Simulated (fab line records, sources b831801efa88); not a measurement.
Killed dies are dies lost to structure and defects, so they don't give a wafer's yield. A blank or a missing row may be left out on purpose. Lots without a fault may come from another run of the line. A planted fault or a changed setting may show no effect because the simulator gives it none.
fab line records | flow sky130
record lots=7 wafers=21 last_day=51
route steps=708 shown VIA2@521 METAL3@532
lots that met no fault: from a run of the same line without faults
start_h: hours from the record's first day to the start of the lot's first wafer shown | wait_h: hours since the lot's step before | " the same as in the row above | L1.1+2: a row that stands for several wafers | - no value, or no start given | * or withheld: withheld | < > ~ a bound
route shown NAME@n: a module of which the file shows steps, and the number in the route of the first | usual: mean/standard deviation of fault-free wafers | same: alike in all rows | chamber/n: place in a boat | sites: the reading at each site | _std_site: their standard deviation | _edge_site: outer sites' mean less inner sites' | radius_mm: how far each site lies from the wafer's centre | mask NAME#n: copy n | behind: the tool/chamber that last shaped the wafer | hold: why the lot was held/for how many hours/how that ended | device: the transistor (n, p or np) that didn't switch | end of line: the same wafers' tests at the end of the route | a step without rows: its recipe alone | killed: dies lost to structure and defects at the first sort, not the wafer's yield | map: a wafer's dies, x killed, . not, _ none there
set.NAME: the setting as run; set.NAME@STEP: as run at that earlier step | model.NAME: the simulator's own value behind a step, which no gauge read
lots at some steps of the route; a table a step, a row a wafer
services: from which hour (start_h, from the record's first day; less than 0 if before it) a tool's chamber was out of use, for how many hours, and why
## steps
# step SKY_VIA2_ETCH_14
# recipe chemistry=N2/H2 target=BARC ion_energy_ev=200 source_w=500 bias_w=100 pressure_mtorr=30 n2_flow_sccm=100 h2_flow_sccm=200 stop_on=SiO2 time_s=45.9 target_depth_a=600
# step SKY_VIA2_ETCH_15
# recipe target=SiO2 chemistry=C4F8/O2/Ar target_depth_nm=546 stop_on=TiN mask_material=KrF-thick source_w=1500 bias_w=1200 pressure_mtorr=40 c4f8_flow_sccm=withheld O2_flow_sccm=6 Ar_flow_sccm=300 time_s=84
# usual oes_product_au=0.926/0.0048
# columns lot.wafer tool chamber start_h wait_h oes_product_au rf_hours_counter_h
L137.1 rie_diel-03 1 905.78 0.0 0.931 9
L137.4 " 3 " " 0.930 21
L137.5 " 0 " " 0.926 -
L143.3 rie_diel-03 3 941.21 0.0 0.927 22
L143.4 " 1 " " 0.919 10
L143.6 " 3 " " 0.924 -
L146.4 rie_diel-03 2 966.03 0.0 0.927 23
L146.5 " 3 " " 0.922 -
L146.6 " 0 " " 0.927 -
L149.3 rie_diel-03 1 989.22 0.0 0.927 11
L149.5 " 0 " " 0.922 -
L149.6 " 3 " " 0.919 -
L150.2 rie_diel-04 1 991.72 0.0 0.926 13
L150.4 " 3 " " 0.927 10
L150.6 " 0 " " 0.926 -
L151.3 rie_diel-03 1 995.41 0.0 0.927 12
L151.4 " 3 " " 0.918 24
L151.5 " 3 " " 0.928 -
L153.1 rie_diel-03 3 1037.96 0.0 0.932 25
L153.4 " 1 " " 0.932 14
L153.6 " 3 " " 0.923 -
# step SKY_VIA2_STRIP_16
# recipe chemistry=O2/N2 power_w=1400 pressure_mtorr=1500 platen_temp_c=withheld o2_flow_sccm=3000 n2_flow_sccm=300 overash_fraction=0.5
# usual drypump_motor_current_A=5.9/0.35 oes_product_au=0.398/0.0043 strip_time_to_endpoint_s=4.053/0.029
# columns lot.wafer tool chamber start_h wait_h drypump_motor_current_A oes_product_au rf_hours_counter_h strip_time_to_endpoint_s
L137.1 plasma_asher-02 1 905.85 0.0 6.2 0.401 78 4.027
L137.4 " 1 " " 6.3 0.396 - 4.058
L137.5 " 1 " " 6.2 0.394 - 3.989
L143.3 plasma_asher-02 1 941.30 0.1 6.2 0.400 - 4.045
L143.4 " 0 " " 6.1 0.401 - 4.047
L143.6 " 1 " " 6.2 0.396 - 4.057
L146.4 plasma_asher-04 1 966.13 0.1 5.3 0.399 - 4.014
L146.5 " 1 " " 5.3 0.392 - 4.044
L146.6 " 0 " " 5.9 0.396 - 3.982
L149.3 plasma_asher-03 0 989.32 0.1 6.3 0.403 - 4.065
L149.5 " 1 " " 5.6 0.403 - 3.997
L149.6 " 0 " " 6.3 0.405 - 4.017
L150.2 plasma_asher-04 0 991.79 0.0 5.9 0.402 21 4.058
L150.4 " 0 " " 5.9 0.406 - 4.049
L150.6 " 1 " " 5.3 0.396 - 4.049
L151.3 plasma_asher-03 0 995.50 0.1 6.3 0.397 - 4.033
L151.4 " 1 " " 5.6 0.393 - 4.056
L151.5 " 0 " " 6.3 0.402 - 4.047
L153.1 plasma_asher-04 0 1038.02 0.0 5.9 0.406 26 4.088
L153.4 " 0 " " 5.9 0.405 - 4.077
L153.6 " 1 " " 5.3 0.397 - 4.086
# step SKY_VIA2_STRIP_17
# recipe chemistry=post_etch_residue_remover time_s=1200 temp_c=72.5
# step SKY_VIA2_CLEAN_18
# recipe chemistry=IPA time_s=180 temp_c=25
# step SKY_VIA2_CLEAN_19
# recipe chemistry=O3/DIW dry=n2_spin
# step SKY_VIA2_SPUTTER_20
# recipe material=TiN target_thk_nm=20 chamber_pressure_pa=5 power_w=4000 time_s=80
# usual cathode_dc_power_W=4000.1/0.75 chamber_pressure_pa=5.001/0.0099 throttle_valve_pct=29.7/0.97
# columns lot.wafer tool chamber start_h wait_h cathode_dc_power_W chamber_pressure_pa throttle_valve_pct
L137.1 pvd_sputter-02 - 906.47 0.0 4000.0 5.009 30.1
L137.4 " - " " 4000.9 5.001 29.5
L137.5 " - " " 3999.8 4.996 29.7
L143.3 pvd_sputter-03 - 941.89 0.0 3999.8 4.983 29.7
L143.4 " - " " 4001.0 4.995 29.0
L143.6 " - " " 4000.2 4.996 29.5
L146.4 pvd_sputter-02 - 966.73 0.0 3998.3 4.991 30.2
L146.5 " - " " 4001.2 4.988 29.5
L146.6 " - " " 3999.4 5.017 29.8
L149.3 pvd_sputter-02 - 989.92 0.0 3999.8 5.008 30.1
L149.5 " - " " 4000.0 5.017 29.6
L149.6 " - " " 4000.6 5.001 30.1
L150.2 pvd_sputter-03 - 992.41 0.0 4002.2 5.020 29.3
L150.4 " - " " 4001.0 5.005 28.8
L150.6 " - " " 3999.8 5.004 29.4
L151.3 pvd_sputter-04 - 996.07 0.0 4000.5 4.985 32.5
L151.4 " - " " 3999.8 5.005 29.1
L151.5 " - " " 3999.7 5.003 30.6
L153.1 pvd_sputter-04 - 1038.61 0.0 4001.4 4.997 32.3
L153.4 " - " " 4000.8 5.016 30.5
L153.6 " - " " 3999.7 4.997 32.4
# step SKY_VIA2_CVD_21
# recipe material=W target_thk_nm=420 time_s=126.4 temp_c=397.3 pressure_torr=40
# step SKY_VIA2_RS_MEAS_22
# recipe thk_meas_gauge=four-point-probe reads=W_of_VIA2_CVD_21+TiN_of_VIA2_SPUTTER_20
# usual VIA2_W_RS=0.2866/0.0028
# columns lot.wafer tool chamber start_h wait_h VIA2_W_RS[ohm/sq]
L137.1 film_metro-04 - 906.66 0.1 0.2866
L137.4 " - " " 0.2854
L137.5 " - " " 0.2876
L143.3 film_metro-01 - 942.12 0.1 0.2914
L143.4 " - " " 0.2808
L143.6 " - " " 0.2837
L146.4 film_metro-01 - 967.12 0.1 0.2851
L146.5 " - " " 0.2854
L146.6 " - " " 0.2875
L149.3 film_metro-02 - 990.16 0.1 0.2844
L149.5 " - " " 0.2816
L149.6 " - " " 0.2816
L150.2 film_metro-04 - 992.62 0.1 0.2884
L150.4 " - " " 0.2819
L150.6 " - " " 0.2850
L151.3 film_metro-04 - 996.30 0.1 0.2863
L151.4 " - " " 0.2874
L151.5 " - " " 0.2878
L153.1 film_metro-01 - 1038.80 0.1 0.2815
L153.4 " - " " 0.2847
L153.6 " - " " 0.2845
# step SKY_VIA2_THK_MEAS_23
# recipe thk_meas_gauge=xrf reads=W_of_VIA2_CVD_21
# usual VIA2_W_THK=400/6.3
# columns lot.wafer tool chamber start_h wait_h VIA2_W_THK[nm]
L137.1 film_metro-04 - 906.78 0.1 399
L137.4 " - " " 398
L137.5 " - " " 399
L143.3 film_metro-01 - 942.22 0.1 395
L143.4 " - " " 415
L143.6 " - " " 408
L146.4 film_metro-01 - 967.21 0.1 410
L146.5 " - " " 411
L146.6 " - " " 404
L149.3 film_metro-02 - 990.26 0.1 397
L149.5 " - " " 401
L149.6 " - " " 398
L150.2 film_metro-04 - 992.73 0.1 402
L150.4 " - " " 406
L150.6 " - " " 405
L151.3 film_metro-04 - 996.40 0.1 402
L151.4 " - " " 398
L151.5 " - " " 402
L153.1 film_metro-01 - 1038.92 0.1 410
L153.4 " - " " 404
L153.6 " - " " 405
# step SKY_VIA2_CMP_24
# recipe stop_on=SiO2 t_overpolish_s=20 down_force_psi=3.5 platen_rpm=60 target_thk_nm=0 pad_velocity_m_s=0.94248
# usual head_pressure_psi=3.500/0.0073 motor_current_A=11.3/0.77 overpolish_run_s=20.000/0.0086 platen_rpm=60.00/0.04 slurry_flow_ml_min=150.0/0.46 time_to_endpoint_s=96/3.1
# columns lot.wafer tool chamber start_h wait_h head_pressure_psi motor_current_A overpolish_run_s platen_rpm slurry_flow_ml_min time_to_endpoint_s
L137.1 cmp-01 0 906.84 0.1 3.495 9.5 19.986 60.04 150.6 97
L137.4 " 2 " " 3.492 11.0 20.010 60.04 150.0 95
L137.5 " 1 " " 3.498 11.9 19.994 60.04 150.6 102
L143.3 cmp-01 0 942.26 0.0 3.501 10.4 20.009 60.04 150.0 93
L143.4 " 1 " " 3.515 11.0 19.998 59.94 149.6 96
L143.6 " 1 " " 3.514 11.4 20.001 60.02 149.6 97
L146.4 cmp-01 1 969.08 1.9 3.510 11.3 19.997 60.05 150.3 97
L146.6 " 1 " " 3.501 11.3 19.990 60.02 149.9 96
L146.5 " 2 " " 3.494 10.8 19.991 60.04 150.3 97
L149.3 cmp-01 2 990.45 0.2 3.500 11.3 20.016 60.02 149.9 92
L149.6 " 3 " " 3.486 12.0 20.003 60.00 150.5 98
L149.5 " 0 " " 3.492 9.8 19.989 60.00 150.3 97
L150.2 cmp-02 3 992.83 0.1 3.513 10.6 19.993 59.99 149.5 97
L150.4 " 1 " " 3.498 13.2 20.013 60.04 149.9 100
L150.6 " 2 " " 3.500 11.2 19.982 60.02 150.4 93
L151.3 cmp-02 0 996.50 0.1 3.507 11.2 20.005 59.91 150.1 99
L151.4 " 3 " " 3.492 11.2 19.993 59.97 150.0 96
L151.5 " 1 " " 3.497 12.5 20.005 59.96 150.6 102
L153.1 cmp-02 1 1039.08 0.1 3.500 12.6 20.006 59.98 149.4 104
L153.4 " 2 " " 3.507 11.7 19.991 60.01 149.8 99
L153.6 " 0 " " 3.512 11.3 19.998 60.02 150.4 95
# step SKY_METAL3_SPUTTER_00
# recipe material=Ti target_thk_nm=15 power_w=3000 time_s=10 chamber_pressure_pa=0.4
# step SKY_METAL3_SPUTTER_01
# recipe material=TiN target_thk_nm=20 power_w=6500 time_s=16.7 chamber_pressure_pa=0.4
# usual cathode_dc_power_W=6500.1/1.3 chamber_pressure_pa=0.4000/0.00085 throttle_valve_pct=30.1/1.1
# columns lot.wafer tool chamber start_h wait_h cathode_dc_power_W chamber_pressure_pa throttle_valve_pct
L137.1 pvd_sputter-03 - 907.16 0.0 6502.5 0.4006 29.5
L137.4 " - " " 6501.6 0.4003 29.0
L137.5 " - " " 6500.1 0.4014 29.3
L143.3 pvd_sputter-04 - 942.58 0.0 6499.6 0.4005 29.1
L143.4 " - " " 6501.0 0.4012 29.2
L143.6 " - " " 6500.3 0.4000 32.8
L146.4 pvd_sputter-01 - 969.40 0.0 6498.2 0.4002 30.4
L146.5 " - " " 6501.3 0.3996 31.3
L146.6 " - " " 6499.9 0.4000 30.1
L149.3 pvd_sputter-01 - 990.63 0.0 - - -
L149.5 " - " " - - -
L149.6 " - " " - - -
L150.2 pvd_sputter-01 - 993.10 0.0 - - -
L150.4 " - " " - - -
L150.6 " - " " - - -
L151.3 pvd_sputter-01 - 996.82 0.0 - - -
L151.4 " - " " - - -
L151.5 " - " " - - -
L153.1 pvd_sputter-03 - 1039.30 0.0 6500.4 0.3994 29.5
L153.4 " - " " 6498.6 0.3985 28.7
L153.6 " - " " 6500.5 0.4000 28.7
# step SKY_METAL3_SPUTTER_02
# recipe material=AlCu target_thk_nm=735 power_w=10600 time_s=39.1 chamber_pressure_pa=0.4
# usual cathode_dc_power_W=10600/2 chamber_pressure_pa=0.3999/0.00088 throttle_valve_pct=30.1/1
# columns lot.wafer tool chamber start_h wait_h cathode_dc_power_W chamber_pressure_pa throttle_valve_pct
L137.1 pvd_sputter-03 - 907.19 0.0 10600 0.4010 29.5
L137.4 " - " " 10602 0.4010 28.9
L137.5 " - " " 10598 0.3996 29.8
L143.3 pvd_sputter-04 - 942.61 0.0 10599 0.3986 29.2
L143.4 " - " " 10601 0.4009 29.1
L143.6 " - " " 10603 0.3994 32.5
L146.4 pvd_sputter-01 - 969.43 0.0 10602 0.3996 30.5
L146.5 " - " " 10604 0.4016 30.9
L146.6 " - " " 10598 0.4010 30.2
L149.3 pvd_sputter-01 - 990.65 0.0 10601 0.3996 30.2
L149.5 " - " " 10602 0.3986 30.5
L149.6 " - " " 10600 0.3999 31.2
L150.2 pvd_sputter-01 - 993.13 0.0 10597 0.3998 29.9
L150.4 " - " " 10599 0.4001 30.6
L150.6 " - " " 10601 0.4009 31.4
L151.3 pvd_sputter-01 - 996.85 0.0 10599 0.3998 30.9
L151.4 " - " " 10603 0.4000 31.2
L151.5 " - " " 10602 0.4004 30.3
L153.1 pvd_sputter-03 - 1039.33 0.0 10599 0.3986 29.7
L153.4 " - " " 10599 0.3994 28.9
L153.6 " - " " 10605 0.3992 28.6
## services
# columns tool chamber start_h hours kind
pvd_sputter-01 - 882.44 2.7 repair
cmp-01 - 887.88 0.3 repair
pvd_sputter-02 - 890.26 7.2 repair
plasma_asher-04 - 900.02 9.3 repair
cmp-02 - 904.71 3.9 repair
plasma_asher-02 - 906.54 1.3 repair
cmp-02 - 915.93 4.0 pm
cmp-02 - 919.93 - consumable_replace:conditioner
cmp-02 - 919.93 - consumable_replace:pad
rie_diel-03 1 943.21 11.6 repair
rie_diel-04 2 952.52 10.6 repair
pvd_sputter-01 - 973.24 4.6 repair
cmp-01 - 974.27 2.0 repair
pvd_sputter-03 - 977.63 3.7 repair
pvd_sputter-04 - 998.61 2.4 repair
cmp-02 - 1011.21 2.0 repair
cmp-02 - 1011.47 1.0 repair
cmp-01 - 1016.61 4.9 repair
plasma_asher-03 - 1021.48 0.5 repair
plasma_asher-03 - 1026.16 1.0 repair
## key
first_sign step=SKY_METAL3_SPUTTER_01 reading=tool_record direction=missing
effect none on later readings
met_at SKY_METAL3_SPUTTER_01
struck_wafers L149.3,L149.5,L149.6,L150.2,L150.4,L150.6,L151.3,L151.4,L151.5
later_rows_left_out L149.3,L149.5,L149.6,L150.2,L150.4,L150.6,L151.3,L151.4,L151.5
sort_left_out L149.3,L149.5,L149.6,L150.2,L150.4,L150.6,L151.3,L151.4,L151.5
onset_between 969.40 990.63
fault kind=skipped_step_whole tool=pvd_sputter-01 chamber=- onset_h=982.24 steps=SKY_METAL3_SPUTTER_01 scope=struck_lots_only
# sort_left_out: the simulated sort isn't trusted on such a fault, so these wafers' sort isn't shown, and their yield isn't known
# later_rows_left_out: the simulator's readings of these wafers behind a module that went badly wrong aren't trusted and aren't shown, but for the sort
